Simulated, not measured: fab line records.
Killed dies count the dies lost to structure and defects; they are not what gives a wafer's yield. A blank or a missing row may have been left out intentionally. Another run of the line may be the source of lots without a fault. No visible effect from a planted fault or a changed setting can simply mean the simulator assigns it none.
Chamber matching / flow sky130 / 4 sister chambers for SKY_CONTACT_CMP_04 on cmp-02
The step polishes SiO2. 8 wafers are shown with their chamber, then 9 later ones without.

== EACH WAFER AND ITS CHAMBER ==
wafer=L513.2; chamber=2; motor current A (A)=11.2; time to endpoint s (s)=83
wafer=L515.4; chamber=0; motor current A (A)=15.5; time to endpoint s (s)=80
wafer=L515.6; chamber=1; motor current A (A)=14.8; time to endpoint s (s)=80
wafer=L517.3; chamber=2; motor current A (A)=10.8; time to endpoint s (s)=86
wafer=L517.6; chamber=3; motor current A (A)=10.4; time to endpoint s (s)=83
wafer=L516.1; chamber=3; motor current A (A)=10.7; time to endpoint s (s)=83
wafer=L516.3; chamber=1; motor current A (A)=15.2; time to endpoint s (s)=84
wafer=L516.5; chamber=0; motor current A (A)=14.4; time to endpoint s (s)=84

== WAFERS WITHOUT THEIR CHAMBER ==
wafer=L523.1; motor current A (A)=14.9; time to endpoint s (s)=86
wafer=L523.3; motor current A (A)=14.9; time to endpoint s (s)=81
wafer=L523.5; motor current A (A)=14.7; time to endpoint s (s)=85
wafer=L525.2; motor current A (A)=15.4; time to endpoint s (s)=80
wafer=L525.3; motor current A (A)=15.2; time to endpoint s (s)=85
wafer=L525.6; motor current A (A)=15.2; time to endpoint s (s)=79
wafer=L526.1; motor current A (A)=11.7; time to endpoint s (s)=84
wafer=L526.3; motor current A (A)=14.4; time to endpoint s (s)=87
wafer=L526.4; motor current A (A)=11.6; time to endpoint s (s)=88

== WHICH CHAMBER EACH ONE RAN IN ==
wafer=L523.1; from the rows above=can't be placed: 0 or 1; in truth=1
wafer=L523.3; from the rows above=can't be placed: 0 or 1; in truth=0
wafer=L523.5; from the rows above=can't be placed: 0 or 1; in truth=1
wafer=L525.2; from the rows above=can't be placed: 1 or 0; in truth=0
wafer=L525.3; from the rows above=can't be placed: 1 or 0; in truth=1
wafer=L525.6; from the rows above=can't be placed: 1 or 0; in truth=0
wafer=L526.1; from the rows above=can't be placed: 2 or 3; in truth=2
wafer=L526.3; from the rows above=can't be placed: 0 or 1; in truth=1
wafer=L526.4; from the rows above=can't be placed: 2 or 3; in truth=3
0 of 9 placed correctly. Unplaceable from these rows: 9, with the true chamber sitting among the candidates in 9. Wrongly placed: 0.
How it was worked out, from the rows above alone: a wafer's distance from a chamber is the root of the sum, over the readings, of the square of ((its reading less the chamber's mean) divided by the reading's scatter). The wafer belongs to the nearest chamber; if the next one is less than 2 further off, it can't be placed. The mean given for a chamber averages the wafers shown for that chamber. How the scatter is found: for the shown wafers, subtract from each reading the mean of its chamber, square and add these, divide the total by (wafers less chambers), then take the root.
